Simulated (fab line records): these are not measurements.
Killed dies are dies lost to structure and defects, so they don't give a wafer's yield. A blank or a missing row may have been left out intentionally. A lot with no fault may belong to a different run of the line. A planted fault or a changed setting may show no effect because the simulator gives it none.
Code-filled problem report in 8D (eight disciplines) form || flow sfq line || the parts of the form that need people (team, actions taken, sign-off) are left out

## 1. WHAT IS WRONG
run length s at SFQ_TRILAYER_C5_BARC_OPEN_VIA_ETCH_210 reads a mean of 76.7 s on 1 wafer of 1 lot; wafers without a fault read 70.0 s with a standard deviation of 0.43. That puts it +16 standard deviations away from the usual mean.
The step: etches BARC in O2, target depth 125 nm, time 41.7 s.
First seen on wafer L606.1, day 82 01:34, on rie diel-01. The record has a number at this step for 39 wafers belonging to 13 lots. The rule behind "out" and "out of limits": a value lying over 4 standard deviations away from the usual mean. Any other wafer with a number is counted as sound.

## 2. WHAT THIS IS AND IS NOT
{"question": "which readings at this step", "is": "run length s, oes product au", "is not": "drypump motor current A"}
{"question": "which lots", "is": "L606", "is not": "L588, L589, L590, L593, L594, L597, L598, L601, L607, L608, L610, L611"}
{"question": "which wafers of those lots", "is": "L606.1", "is not": "L606.3, L606.4"}
{"question": "read on which tools", "is": "rie diel-01", "is not": "rie diel-02, rie diel-04"}
{"question": "when", "is": "from day 82 01:34", "is not": "up to then (26 sound wafers); but 12 sound wafers of L607, L608, L610, L611 came after"}

## 3. SUSPECTS, AND WHAT RULES EACH OUT
Counting: if a tool at a process step up to the reading ran every lot that is out, it stays a suspect. Sound lots after the first of them don't rule it out here, since some wafers of a struck lot are sound.
- rie diel-01 at SFQ_TRILAYER_C5_BARC_OPEN_VIA_ETCH_210 (etches BARC in O2, target depth 125 nm, time 41.7 s): kept. The lot that is out, L606, ran on it at day 82 01:34; the last sound lot it ran before that was L598, at day 79 13:37. Out on those wafers are its own readings of oes product au, run length s.
- In rie diel-01 at SFQ_TRILAYER_C5_BARC_OPEN_VIA_ETCH_210, the wafers that are out were processed in chamber 0 and their sound lot-mates in chambers 1, 2.
After counting, what remains is rie diel-01 at SFQ_TRILAYER_C5_BARC_OPEN_VIA_ETCH_210.

## 4. THE CAUSE (what the simulator had put in)
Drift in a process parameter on rie diel-01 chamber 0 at SFQ_TRILAYER_C5_BARC_OPEN_VIA_ETCH_210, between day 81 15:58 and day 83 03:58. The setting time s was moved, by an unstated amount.
This tool alone remained once counting was done.

## 5. THE CHAIN OF EFFECTS, in route order
Rows list readings where the struck wafers' mean (over those with a number) sits beyond 3 standard deviations from the usual. Readings are gone through only where the record gives a usual standard deviation; hours: the median, over the lots, of the time from a lot's start at the first step in this table giving one to that lot's start at this step; sigmas: the change measured in usual standard deviations.
{"hours": 0, "step": "SFQ_TRILAYER_C5_BARC_OPEN_VIA_ETCH_210", "reading": "oes product au", "usual": "0.684 a.u.", "on struck wafers": 0.638, "change": -0.046, "sigmas": -9.4}
{"hours": 0, "step": "SFQ_TRILAYER_C5_BARC_OPEN_VIA_ETCH_210", "reading": "run length s", "usual": "70.0 s", "on struck wafers": 76.7, "change": "+6.7", "sigmas": "+16"}
Here are the process steps it includes:
- SFQ_TRILAYER_C5_BARC_OPEN_VIA_ETCH_210: etches BARC in O2, target depth 125 nm, time 41.7 s.

## 6. HOW IT WOULD HAVE BEEN CAUGHT EARLIER
First out-of-limits reading in this record: day 82 01:34, which is 10 hours after fault onset at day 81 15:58.
